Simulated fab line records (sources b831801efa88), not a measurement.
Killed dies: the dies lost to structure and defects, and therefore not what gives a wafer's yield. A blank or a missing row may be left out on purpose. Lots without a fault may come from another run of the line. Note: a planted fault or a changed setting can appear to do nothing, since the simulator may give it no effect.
Struck lot and sound lot, side by side -- flow sky130 -- 15 out of 708 route steps
Sound: the wafers L632.2, L632.4, L632.5. Wafers struck: L644.2, L644.4, L644.5. At the end, the cause is stated.
At each step with rows: each side's tool, then ch and its chambers, then its first start. Under that, the readings that differ: sound wafers -- struck wafers -- difference of the means -- sigmas: that difference in standard deviations of wafers without a fault.
alike: readings whose means differ by less than 2 such deviations, and words and numbers that are the same on both sides. not compared: withheld readings, readings that some wafer has no value for, bounds like >300 that may hide the same value, and numbers for which the record gives no deviation and whose values overlap.
Wherever a step has rows on one side only, a row that says differs or no value, or a row with sigmas, the two part there. Numbers that have no deviation but don't overlap get no sigmas and don't part them. A reading that every wafer of one side lacks parts them only if that side has two wafers or more.

first, 4 steps without rows for these wafers: SKY_LDD_N_IMPLANT_12; SKY_LDD_N_IMPLANT_13; SKY_LDD_N_IMPLANT_14; SKY_LDD_N_IMPLANT_15.
SKY_LDD_N_STRIP_16: strips in O2/N2.
  sound on plasma asher-03 ch 0,1, day 20 00:20; struck on plasma asher-01 ch 0,1, day 24 01:30
  alike: drypump motor current A, oes product au, strip time to endpoint s
  not compared: rf hours counter h
SKY_LDD_N_TW_MEAS_17:
  sound on film metro-03, day 20 00:27; struck on film metro-03, day 24 01:37
reading,sound,struck,difference,sigmas
LDD_N_TW,2632 2619 2619,2588 2580 2595,-36,-2
then, 6 steps without rows for these wafers: SKY_LDD_P_DEHYDRATE_00 (time 60 s); SKY_LDD_P_HMDS_01 (prime time 60 s); SKY_LDD_P_COAT_02 (resist thk 1140 nm); SKY_LDD_P_SOFTBAKE_03 (time 60 s); SKY_LDD_P_EXPOSE_04 (exposes mask PSDM, target cd 380 nm); SKY_LDD_P_PEB_05.
SKY_LDD_P_DEVELOP_06: develop time 60 s.
  sound on litho track-04 ch 0, day 21 07:11; struck on litho track-04 ch 0, day 25 06:44
reading,sound,struck,difference,sigmas
developer temp C (C),23.07 22.95 23.10,25.33 25.22 25.33,+2.25,+23
  alike: resist line temp C
SKY_LDD_P_CD_MEAS_07: target cd 380 nm.
  sound on cd sem-02, day 21 07:19; struck on cd sem-01, day 25 06:52
reading,sound,struck,difference,sigmas
cd nm (nm),379.5 379.7 379.7,372.2 374.1 374.2,-6.1,-2
SKY_PAD_OPEN_PROBE_99:
  sound wafers here have rows in the record (prober-01, day 47 10:59); struck ones have none

== WHERE THEY PART ==
Last at SKY_PAD_OPEN_PROBE_99 as far as this record goes, first at SKY_LDD_N_TW_MEAS_17.

WHY: what had been put in by the simulator
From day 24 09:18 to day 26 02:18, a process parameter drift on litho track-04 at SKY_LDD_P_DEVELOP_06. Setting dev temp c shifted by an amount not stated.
